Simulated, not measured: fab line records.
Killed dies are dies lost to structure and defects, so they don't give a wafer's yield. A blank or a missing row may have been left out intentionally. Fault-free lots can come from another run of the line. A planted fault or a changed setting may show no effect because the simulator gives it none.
Which of the tools did it? :: flow sky130 :: 39 wafers from 13 lots sampled at 5 of the route's 708 steps

WHAT EACH GAUGE READ, for each wafer
SKY_VT_ADJUST_HVTR_TW_MEAS_11. Usual: VT_ADJUST_HVTR_TW 209.8, standard deviation 1.3.
lot: L814
measured: day 10 08:50
on: film metro-03
VT_ADJUST_HVTR_TW: 212.1 210.2 210.3
flag: 

lot: L815
measured: day 10 09:48
on: film metro-02
VT_ADJUST_HVTR_TW: 209.7 209.8 209.9
flag: 

lot: L817
measured: day 10 20:05
on: film metro-02
VT_ADJUST_HVTR_TW: 209.8 210.9 210.9
flag: 

lot: L818
measured: day 11 06:34
on: film metro-01
VT_ADJUST_HVTR_TW: 210.9 208.6 209.4
flag: 

lot: L819
measured: day 11 17:16
on: film metro-01
VT_ADJUST_HVTR_TW: 210.9 210.2 210.1
flag: 

lot: L821
measured: day 11 19:05
on: film metro-02
VT_ADJUST_HVTR_TW: 210.9 211.5 211.4
flag: 

lot: L824
measured: day 12 19:57
on: film metro-02
VT_ADJUST_HVTR_TW: 210.0 210.4 209.1
flag: 

lot: L825
measured: day 13 00:56
on: film metro-02
VT_ADJUST_HVTR_TW: 210.8 209.7 211.3
flag: 

lot: L829
measured: day 14 05:21
on: film metro-01
VT_ADJUST_HVTR_TW: 207.7 208.4 207.4
flag: 

lot: L830
measured: day 14 10:01
on: film metro-02
VT_ADJUST_HVTR_TW: 209.0 208.6 209.6
flag: 

lot: L831
measured: day 14 20:22
on: film metro-03
VT_ADJUST_HVTR_TW: 211.1 210.0 210.4
flag: 

lot: L833
measured: day 15 13:04
on: film metro-03
VT_ADJUST_HVTR_TW: 213.6 211.6 212.6
flag: 

lot: L836
measured: day 16 11:30
on: film metro-01
VT_ADJUST_HVTR_TW: 209.2 207.9 208.2
flag: 

SKY_GATE_OXIDE_THK_MEAS_02. Usual: GATE_OXIDE_OXIDATION_00_THK 10.11 nm, standard deviation 0.24.
lot: L814
measured: day 13 18:54
on: film metro-03
GATE_OXIDE_OXIDATION_00_THK (nm): 9.93 9.92 9.98
flag: 

lot: L815
measured: day 13 17:29
on: film metro-02
GATE_OXIDE_OXIDATION_00_THK (nm): 9.54 9.65 9.73
flag: 

lot: L817
measured: day 14 05:12
on: film metro-03
GATE_OXIDE_OXIDATION_00_THK (nm): 10.23 10.41 10.51
flag: 

lot: L818
measured: day 14 12:58
on: film metro-03
GATE_OXIDE_OXIDATION_00_THK (nm): 10.22 10.05 10.25
flag: 

lot: L819
measured: day 15 04:53
on: film metro-02
GATE_OXIDE_OXIDATION_00_THK (nm): 10.37 10.42 10.64
flag: 

lot: L821
measured: day 15 09:11
on: film metro-03
GATE_OXIDE_OXIDATION_00_THK (nm): 15.93 16.26 16.17 15.98 16.27 16.18
flag: OFF

lot: L824
measured: day 16 17:08
on: film metro-01
GATE_OXIDE_OXIDATION_00_THK (nm): 16.50 16.17 16.21 16.46 16.24 16.20
flag: OFF

lot: L825
measured: day 16 18:47
on: film metro-01
GATE_OXIDE_OXIDATION_00_THK (nm): 16.16 16.10 16.29 16.18 16.05 16.35
flag: OFF

lot: L829
measured: day 18 02:48
on: film metro-02
GATE_OXIDE_OXIDATION_00_THK (nm): 10.22 10.27 10.32
flag: 

lot: L830
measured: day 18 06:47
on: film metro-03
GATE_OXIDE_OXIDATION_00_THK (nm): 10.46 10.42 10.32
flag: 

lot: L831
measured: day 18 21:12
on: film metro-01
GATE_OXIDE_OXIDATION_00_THK (nm): 9.79 9.89 9.93
flag: 

lot: L833
measured: day 19 14:39
on: film metro-01
GATE_OXIDE_OXIDATION_00_THK (nm): 10.24 10.32 10.27
flag: 

lot: L836
measured: day 20 13:34
on: film metro-02
GATE_OXIDE_OXIDATION_00_THK (nm): 10.10 10.12 10.12
flag: 

SKY_POLY_GATE_THK_MEAS_01. Usual: POLY_GATE_CVD_00_THK 179.7 nm, standard deviation 1.6.
lot: L814
measured: day 15 03:08
on: film metro-04
POLY_GATE_CVD_00_THK (nm): 180.1 182.0 179.6
flag: 

lot: L815
measured: day 15 00:26
on: film metro-04
POLY_GATE_CVD_00_THK (nm): 177.9 178.1 175.7
flag: 

lot: L817
measured: day 15 12:47
on: film metro-01
POLY_GATE_CVD_00_THK (nm): 181.3 179.9 181.0
flag: 

lot: L818
measured: day 15 18:33
on: film metro-03
POLY_GATE_CVD_00_THK (nm): 176.0 176.3 178.7
flag: 

lot: L819
measured: day 16 13:28
on: film metro-04
POLY_GATE_CVD_00_THK (nm): 180.2 180.5 179.9
flag: 

lot: L821
measured: day 16 18:02
on: film metro-01
POLY_GATE_CVD_00_THK (nm): 179.4 179.1 180.2
flag: 

lot: L824
measured: day 18 00:49
on: film metro-01
POLY_GATE_CVD_00_THK (nm): 180.5 180.7 181.9
flag: 

lot: L825
measured: day 18 04:13
on: film metro-03
POLY_GATE_CVD_00_THK (nm): 181.3 180.8 181.0
flag: 

lot: L829
measured: day 19 13:29
on: film metro-04
POLY_GATE_CVD_00_THK (nm): 179.6 179.7 180.6
flag: 

lot: L830
measured: day 19 17:59
on: film metro-01
POLY_GATE_CVD_00_THK (nm): 180.2 178.7 180.2
flag: 

lot: L831
measured: day 20 08:35
on: film metro-03
POLY_GATE_CVD_00_THK (nm): 178.0 178.7 177.8
flag: 

lot: L833
measured: day 21 00:55
on: film metro-03
POLY_GATE_CVD_00_THK (nm): 179.1 180.1 179.6
flag: 

lot: L836
measured: day 21 22:32
on: film metro-04
POLY_GATE_CVD_00_THK (nm): 183.3 181.5 182.4
flag: 

WHAT TOOL EACH LOT RAN ON (gives the tool, then ch and the chambers of the sampled wafers, and finally the start)
lot: L814
SKY_GATE_OXIDE_OXIDATION_01: furnace-01 ch 0, day 13 17:29
SKY_GATE_OXIDE_STRIP_13: plasma asher-03 ch 0,1, day 14 20:32

lot: L815
SKY_GATE_OXIDE_OXIDATION_01: furnace-01 ch 0, day 13 16:05
SKY_GATE_OXIDE_STRIP_13: plasma asher-01 ch 0,1, day 14 19:46

lot: L817
SKY_GATE_OXIDE_OXIDATION_01: furnace-02 ch 0, day 14 03:47
SKY_GATE_OXIDE_STRIP_13: plasma asher-01 ch 1, day 15 07:19

lot: L818
SKY_GATE_OXIDE_OXIDATION_01: furnace-01 ch 0, day 14 11:32
SKY_GATE_OXIDE_STRIP_13: plasma asher-04 ch 0,1, day 15 14:58

lot: L819
SKY_GATE_OXIDE_OXIDATION_01: furnace-02 ch 0, day 15 03:27
SKY_GATE_OXIDE_STRIP_13: plasma asher-03 ch 0,1, day 16 08:40

lot: L821
SKY_GATE_OXIDE_OXIDATION_01: furnace-01 ch 0, day 15 05:58 and furnace-02 ch 0, day 15 07:43
SKY_GATE_OXIDE_STRIP_13: plasma asher-01 ch 0,1, day 16 11:02

lot: L824
SKY_GATE_OXIDE_OXIDATION_01: furnace-02 ch 0, day 16 12:52
SKY_GATE_OXIDE_STRIP_13: plasma asher-03 ch 0,1, day 17 19:28

lot: L825
SKY_GATE_OXIDE_OXIDATION_01: furnace-02 ch 0, day 16 15:40 and furnace-01 ch 0, day 16 17:23
SKY_GATE_OXIDE_STRIP_13: plasma asher-03 ch 0,1, day 17 21:31

lot: L829
SKY_GATE_OXIDE_OXIDATION_01: furnace-02 ch 0, day 18 01:23
SKY_GATE_OXIDE_STRIP_13: plasma asher-03 ch 0, day 19 09:03

lot: L830
SKY_GATE_OXIDE_OXIDATION_01: furnace-02 ch 0, day 18 05:22
SKY_GATE_OXIDE_STRIP_13: plasma asher-01 ch 0,1, day 19 13:16

lot: L831
SKY_GATE_OXIDE_OXIDATION_01: furnace-01 ch 0, day 18 19:47
SKY_GATE_OXIDE_STRIP_13: plasma asher-04 ch 0,1, day 20 04:10

lot: L833
SKY_GATE_OXIDE_OXIDATION_01: furnace-02 ch 0, day 19 13:14
SKY_GATE_OXIDE_STRIP_13: plasma asher-03 ch 0,1, day 20 20:40

lot: L836
SKY_GATE_OXIDE_OXIDATION_01: furnace-02 ch 0, day 20 12:10
SKY_GATE_OXIDE_STRIP_13: plasma asher-04 ch 0,1, day 21 19:33
- SKY_GATE_OXIDE_OXIDATION_01: stabilise 600 s, purge 300 s, target thk 10.268 nm.
- SKY_GATE_OXIDE_STRIP_13: strips in O2/N2.

AS READ BY THE TOOLS THEMSELVES (means over the sampled wafers that have a number; for cases with no such wafer, the mark the record gives instead)
SKY_GATE_OXIDE_OXIDATION_01. Usual: tube_center_temp_C_max reads 902.3 (standard deviation 0.35).
lot: L814
tool: furnace-01
tube_center_temp_C_max: 902.4
flag: 

lot: L815
tool: furnace-01
tube_center_temp_C_max: 902.5
flag: 

lot: L817
tool: furnace-02
tube_center_temp_C_max: 902.1
flag: 

lot: L818
tool: furnace-01
tube_center_temp_C_max: 902.5
flag: 

lot: L819
tool: furnace-02
tube_center_temp_C_max: 902.0
flag: 

lot: L821
tool: furnace-01/furnace-02
tube_center_temp_C_max: 902.1
flag: 

lot: L824
tool: furnace-02
tube_center_temp_C_max: 902.2
flag: 

lot: L825
tool: furnace-02/furnace-01
tube_center_temp_C_max: 902.5
flag: 

lot: L829
tool: furnace-02
tube_center_temp_C_max: 902.0
flag: 

lot: L830
tool: furnace-02
tube_center_temp_C_max: 902.3
flag: 

lot: L831
tool: furnace-01
tube_center_temp_C_max: 902.6
flag: 

lot: L833
tool: furnace-02
tube_center_temp_C_max: 902.3
flag: 

lot: L836
tool: furnace-02
tube_center_temp_C_max: 902.3
flag: 

SKY_GATE_OXIDE_STRIP_13. Usual: drypump motor current A 6.0 A, standard deviation 0.39; oes product au 0.715 a.u., standard deviation 0.0043; strip time to endpoint s 14.27 s, standard deviation 0.035.
lot: L814
tool: plasma asher-03
drypump motor current A (A): 6.2
oes product au (a.u.): 0.718
strip time to endpoint s (s): 14.28
flag: 

lot: L815
tool: plasma asher-01
drypump motor current A (A): 6.0
oes product au (a.u.): 0.715
strip time to endpoint s (s): 14.30
flag: 

lot: L817
tool: plasma asher-01
drypump motor current A (A): 6.7
oes product au (a.u.): 0.718
strip time to endpoint s (s): 14.27
flag: 

lot: L818
tool: plasma asher-04
drypump motor current A (A): 5.7
oes product au (a.u.): 0.712
strip time to endpoint s (s): 14.24
flag: 

lot: L819
tool: plasma asher-03
drypump motor current A (A): 6.2
oes product au (a.u.): 0.715
strip time to endpoint s (s): 14.29
flag: 

lot: L821
tool: plasma asher-01
drypump motor current A (A): 6.0
oes product au (a.u.): 0.715
strip time to endpoint s (s): 14.27
flag: 

lot: L824
tool: plasma asher-03
drypump motor current A (A): 6.2
oes product au (a.u.): 0.713
strip time to endpoint s (s): 14.28
flag: 

lot: L825
tool: plasma asher-03
drypump motor current A (A): 6.1
oes product au (a.u.): 0.717
strip time to endpoint s (s): 14.30
flag: 

lot: L829
tool: plasma asher-03
drypump motor current A (A): 6.4
oes product au (a.u.): 0.716
strip time to endpoint s (s): 14.28
flag: 

lot: L830
tool: plasma asher-01
drypump motor current A (A): 5.9
oes product au (a.u.): 0.711
strip time to endpoint s (s): 14.29
flag: 

lot: L831
tool: plasma asher-04
drypump motor current A (A): 5.7
oes product au (a.u.): 0.716
strip time to endpoint s (s): 14.28
flag: 

lot: L833
tool: plasma asher-03
drypump motor current A (A): 6.0
oes product au (a.u.): 0.714
strip time to endpoint s (s): 14.26
flag: 

lot: L836
tool: plasma asher-04
drypump motor current A (A): 5.7
oes product au (a.u.): 0.714
strip time to endpoint s (s): 14.22
flag: 

THE ANSWER, worked out from the rows above alone
Rule: a lot is off if the mean of its wafers that have a number lies more than 3 standard deviations from the usual mean. Also off: a lot with no number at a reading for which 4 or more lots have one. The other lots that the step has rows for count as sound. First the gauges in route order, then the tools' own readings, where a lot's mean is used as printed above. The first step at which some lot is off is used, and at that step the reading that is off furthest; a lot without a number counts as furthest.
Off: at SKY_GATE_OXIDE_THK_MEAS_02 (GATE_OXIDE_OXIDATION_00_THK), L821, L824, L825.
A tool fits if, at a process step before that reading, it ran every lot that is off, and no sound lot after the first of them. Gauges at SKY_GATE_OXIDE_THK_MEAS_02: tried the same way as those tools. No candidate that was tried fits.

WHAT THE SIMULATOR HAD INSERTED
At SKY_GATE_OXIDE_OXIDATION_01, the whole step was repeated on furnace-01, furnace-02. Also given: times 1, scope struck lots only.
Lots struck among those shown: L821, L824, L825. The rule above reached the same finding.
